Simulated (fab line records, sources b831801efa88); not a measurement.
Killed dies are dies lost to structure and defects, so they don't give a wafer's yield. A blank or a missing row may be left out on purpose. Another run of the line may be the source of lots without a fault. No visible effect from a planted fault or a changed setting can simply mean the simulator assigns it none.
Chamber matching ; flow sky130 ; SKY_VIA3_CMP_24 on cmp-01 has 4 sister chambers
The step polishes, stops on SiO2, t overpolish 20 s, target thk 0 nm. 4 wafers are shown with their chamber, then 7 later ones without.

## WAFERS WITH THEIR CHAMBER
wafer;chamber;motorCurrentA (A)
L814.2;0;10.3
L814.3;2;10.4
L818.1;1;10.7
L818.2;3;15.0

## WAFERS WITH NO CHAMBER GIVEN
wafer;motorCurrentA (A)
L818.6;10.7
L819.1;11.4
L819.2;10.9
L819.5;10.4
L823.3;10.6
L823.5;10.5
L823.6;15.9

## WHICH CHAMBER EACH ONE RAN IN
wafer;from the rows above;in truth
L818.6;can't be placed: 1 or 2 or 0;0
L819.1;can't be placed: 1 or 2 or 0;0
L819.2;can't be placed: 1 or 2 or 0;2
L819.5;can't be placed: 2 or 0 or 1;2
L823.3;can't be placed: 1 or 2 or 0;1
L823.5;can't be placed: 2 or 0 or 1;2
L823.6;3;3
1 of 7 placed correctly. Not placeable from these rows: 6 (in 6, the candidates include the true chamber). Number placed wrongly: 0.
How it was worked out, from the rows above alone: a wafer's distance from a chamber is the root of the sum, over the readings, of the square of ((its reading less the chamber's mean) divided by the reading's scatter). If the next closest chamber is less than 2 further off than the closest, the wafer can't be placed; otherwise it belongs to the closest. For every chamber, the mean is computed from those of its wafers that are shown. The scatter: root of mean squared gap, hidden wafer to nearest shown wafer, with one shown wafer a chamber.
